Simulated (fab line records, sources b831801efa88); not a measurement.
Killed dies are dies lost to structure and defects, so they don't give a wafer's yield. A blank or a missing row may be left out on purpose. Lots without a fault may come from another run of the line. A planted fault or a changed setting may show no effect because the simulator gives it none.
Which tool did it? | flow sky130 | 6 lots, 18 wafers sampled, at 4 steps of a route of 708

WHAT THE GAUGES READ, wafer by wafer
SKY_VIA2_THK_MEAS_01.
lot  | measured     | on            | VIA2_HDPCVD_THK (nm)
L186 | day 35 15:05 | film_metro-01 | 1173 1172 1203
L188 | day 36 00:11 | film_metro-02 | 1186 1164 1179
L193 | day 37 18:17 | film_metro-03 | 1187 1183 1173
L195 | day 38 08:37 | film_metro-01 | 1189 1205 1181
L199 | day 39 12:45 | film_metro-03 | 454 1201 457
L208 | day 42 07:13 | film_metro-02 | 1212 1187 1202

WHICH TOOL RAN EACH LOT (tool, then ch and the chambers of the sampled wafers, then the start)
lot  | SKY_VIA1_CMP_02               | SKY_METAL2_SPUTTER_01        | SKY_VIA2_HDPCVD_00
L186 | cmp-02 ch 1,2,3, day 33 07:17 | pvd_sputter-04, day 34 11:32 | hdpcvd-01 ch 0,2, day 35 14:58
L188 | cmp-01 ch 0,1,2, day 33 17:25 | pvd_sputter-03, day 34 21:32 | hdpcvd-02 ch 0,1, day 36 00:03
L193 | cmp-02 ch 0,1,3, day 35 11:31 | pvd_sputter-01, day 36 15:18 | hdpcvd-01 ch 0,1,2, day 37 18:10
L195 | cmp-01 ch 0,1,3, day 36 01:47 | pvd_sputter-04, day 37 05:56 | hdpcvd-02 ch 1,2, day 38 08:28
L199 | cmp-02 ch 1,2, day 37 07:10   | pvd_sputter-04, day 38 10:17 | hdpcvd-01 ch 0,1, day 39 12:37
L208 | cmp-02 ch 0,1, day 40 02:58   | pvd_sputter-04, day 41 05:16 | hdpcvd-02 ch 1,2, day 42 07:05
- SKY_VIA1_CMP_02: polishes SiO2.
- SKY_METAL2_SPUTTER_01: material TiN, target thk 20 nm, time 16.7 s.
- SKY_VIA2_HDPCVD_00: deposits SiO2, target thk 1180 nm, time 196.7 s.

THE ANSWER, worked out from the rows above alone
Rule: what is usual is taken from the lots themselves. Put in order of their means at a reading, lots are off if they are a third of the lots or fewer, leave a main group of 4 or more, and stand apart from it by a gap of 3 or more times the standard deviation of the main group's means; of several such gaps the widest counts. A main group whose means are all the same, to the digits that the tables above print for the reading, isn't used. A lot without any number at a reading at which 4 lots or more have one is off too. The other lots that the step has rows for count as sound.
Off: L199, at SKY_VIA2_THK_MEAS_01 (VIA2_HDPCVD_THK). The main group: mean 1186 nm, standard deviation 8.6.
A tool fits if, at a process step before that reading, it ran every lot that is off, and no sound lot after the first of them. The gauges at SKY_VIA2_THK_MEAS_01 are tried like those tools. Can't be told from this: 2 tools fit, hdpcvd-01 at SKY_VIA2_HDPCVD_00, film_metro-03 at SKY_VIA2_THK_MEAS_01.

WHAT THE SIMULATOR HAD PUT IN
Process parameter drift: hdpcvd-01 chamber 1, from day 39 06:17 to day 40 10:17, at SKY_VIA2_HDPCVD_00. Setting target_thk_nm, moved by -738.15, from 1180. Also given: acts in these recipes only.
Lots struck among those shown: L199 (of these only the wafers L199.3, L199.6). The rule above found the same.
